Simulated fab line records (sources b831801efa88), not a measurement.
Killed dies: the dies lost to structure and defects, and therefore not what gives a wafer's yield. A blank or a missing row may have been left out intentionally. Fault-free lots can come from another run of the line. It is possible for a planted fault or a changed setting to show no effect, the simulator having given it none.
Struck lot and sound lot, side by side	flow sky130	43 steps out of a route of 708
Sound: wafers L297.1, L297.5, L297.6. Struck: wafers L298.5, L298.6 (left out: L298.3, a lot-mate that was not struck); the cause follows at the end.
Each step with rows lists, per side, the tool, then ch with its chambers, then its first start. Under that, the readings that differ: sound wafers	struck wafers	difference of the means	sigmas: that difference in standard deviations of wafers without a fault.
alike: same words and numbers on both sides, and readings whose means sit less than 2 such deviations apart. not compared: any withheld reading, any reading some wafer has no value for, any bound like >300 that may hide the same value, and any number with overlapping values for which the record gives no deviation.
The two part at a step that has a row with sigmas, a row that says differs or no value, or rows on one side only. Numbers that have no deviation but don't overlap get no sigmas and don't part them. A reading missing from all wafers of one side parts the sides only when that side holds two or more wafers.

first, 4 steps without rows for these wafers: SKY_LDD_HVP_SOFTBAKE_03 (time 60 s); SKY_LDD_HVP_EXPOSE_04 (exposes mask HVPTM, target cd 700 nm); SKY_LDD_HVP_PEB_05; SKY_LDD_HVP_DEVELOP_06 (develop time 60 s).
SKY_LDD_HVP_OVL_MEAS_07:
  sound: overlay-01 at day 24 01:25; struck: overlay-01 at day 24 09:43
  alike: LDD_HVP_OVL
following that, these wafers have no rows for 1 step: SKY_LDD_HVP_IMPLANT_08.
SKY_LDD_HVP_STRIP_09: strips in O2/N2.
  sound on plasma-asher-03 ch 0,1, day 24 01:35; struck on plasma-asher-04 ch 0,1, day 24 09:56
  alike: chamber-pressure-mTorr, drypump-motor-current-A, oes-product-au, strip-time-to-endpoint-s
  not compared: rf-hours-counter-h
SKY_LDD_HVP_TW_MEAS_10:
  sound: film-metro-01 at day 24 01:41; struck: film-metro-03 at day 24 10:01
  alike: LDD_HVP_TW
then, 4 steps without rows for these wafers: SKY_LDD_LDN_DEHYDRATE_00 (time 60 s); SKY_LDD_LDN_HMDS_01 (prime time 60 s); SKY_LDD_LDN_COAT_02 (resist thk 1140 nm); SKY_LDD_LDN_SOFTBAKE_03 (time 60 s).
SKY_LDD_LDN_EXPOSE_04: exposes mask LDNTM, target cd 700 nm.
  sound on iline-stepper-02 ch 0, day 24 16:26; struck on iline-stepper-02 ch 0, day 25 00:50
  alike: mask
then, 2 steps without rows for these wafers: SKY_LDD_LDN_PEB_05; SKY_LDD_LDN_DEVELOP_06 (develop time 60 s).
SKY_LDD_LDN_OVL_MEAS_07:
  sound: overlay-01 at day 25 07:32; struck: overlay-02 at day 25 15:16
  alike: LDD_LDN_OVL
then, 4 steps without rows for these wafers: SKY_LDD_LDN_IMPLANT_08; SKY_LDD_LDN_IMPLANT_09; SKY_LDD_LDN_IMPLANT_10; SKY_LDD_LDN_IMPLANT_11.
SKY_LDD_LDN_STRIP_12: strips in O2/N2.
  sound on plasma-asher-03 ch 0,1, day 25 08:10; struck on plasma-asher-01 ch 0,1, day 25 15:56
  alike: chamber-pressure-mTorr, drypump-motor-current-A, oes-product-au, strip-time-to-endpoint-s
  not compared: rf-hours-counter-h
SKY_LDD_LDN_TW_MEAS_13:
  sound: film-metro-01 at day 25 08:16; struck: film-metro-02 at day 25 16:01
  alike: LDD_LDN_TW
then, 2 steps without rows for these wafers: SKY_LDD_LDN_CLEAN_14 (cleans in SC1/SC2, time 150 s); SKY_SPACER_CVD_00 (deposits Si3N4 from DCS/NH3, target thk 43.1 nm, time 740 s).
SKY_SPACER_THK_MEAS_01:
  sound: film-metro-01 at day 25 10:17; struck: film-metro-04 at day 25 17:20
  alike: SPACER_CVD_00_THK
then, 9 steps without rows for these wafers: SKY_SPACER_ETCHBACK_02 (etches Si3N4 in CH3F/O2, stops on SiO2, time 46.7 s, target depth 45 nm); SKY_POLY_CUT_DEHYDRATE_00 (time 60 s); SKY_POLY_CUT_HMDS_01 (prime time 60 s); SKY_POLY_CUT_COAT_02 (resist thk 60 nm); SKY_POLY_CUT_COAT_03 (resist thk 450 nm); SKY_POLY_CUT_SOFTBAKE_04 (time 90 s); SKY_POLY_CUT_EXPOSE_05 (exposes mask NPCM, target cd 270 nm); SKY_POLY_CUT_PEB_06; SKY_POLY_CUT_DEVELOP_07 (develop time 60 s).
SKY_POLY_CUT_CD_MEAS_08 targets a cd of 270 nm.
  sound: cd-sem-01 at day 26 15:49; struck: cd-sem-02 at day 26 22:48
  alike: cd-nm
SKY_POLY_CUT_OVL_MEAS_09:
  sound: overlay-02 at day 26 15:56; struck: overlay-02 at day 26 22:53
  alike: POLY_CUT_OVL
SKY_POLY_CUT_ETCH_10: etches BARC in N2/H2, stops on SiO2, time 45.9 s, target depth 60 nm.
  sound on rie-diel-03 ch 0,1,3, day 26 15:59; struck on rie-diel-02 ch 2,3, day 26 22:55
  alike: chamber-pressure-mTorr, drypump-motor-current-A, oes-product-au, throttle-valve-pct
  not compared: rf-hours-counter-h
SKY_POLY_CUT_ETCH_11: etches Si3N4 in CF4/CH2F2/Ar, stops on poly-Si, time 42.5 s, target depth 60 nm.
  sound on rie-diel-03 ch 0,1,3, day 26 16:01; struck on rie-diel-02 ch 2,3, day 26 22:58
  alike: chamber-pressure-mTorr, drypump-motor-current-A, oes-product-au, throttle-valve-pct
  not compared: rf-hours-counter-h
SKY_POLY_CUT_STRIP_12: strips in O2/N2.
  sound on plasma-asher-02 ch 0,1, day 26 16:04; struck on plasma-asher-01 ch 0,1, day 26 23:02
  alike: chamber-pressure-mTorr, drypump-motor-current-A, oes-product-au, strip-time-to-endpoint-s
  not compared: rf-hours-counter-h
then, 3 steps without rows for these wafers: SKY_SD_P_DEHYDRATE_00 (time 60 s); SKY_SD_P_HMDS_01 (prime time 60 s); SKY_SD_P_COAT_02 (resist thk 1140 nm).
-- the record jumps here: 21 days lie between the struck wafers' starts before and after (it left off in module SD_P and takes up again in module PAD_OPEN, whose first step shown is number 708 of the route) --
SKY_PAD_OPEN_PROBE_99:
  sound: prober-01 at day 47 13:14; struck: prober-02 at day 47 18:02
reading	sound	struck	difference	sigmas
killed-at-front-end	8 14 9	418 410	+404	+88
killed-dies	81 77 76	482 478	+402	+41
killed-on-rim	12 20 17	90 87	+72	+18
  alike: killed_at_M0_to_M3, killed_at_M4_up, killed-at-contacts, killed-at-other, killed-open, killed-short

## WHERE THEY PART
Only at SKY_PAD_OPEN_PROBE_99, within this record.

WHY: what had been put in by the simulator
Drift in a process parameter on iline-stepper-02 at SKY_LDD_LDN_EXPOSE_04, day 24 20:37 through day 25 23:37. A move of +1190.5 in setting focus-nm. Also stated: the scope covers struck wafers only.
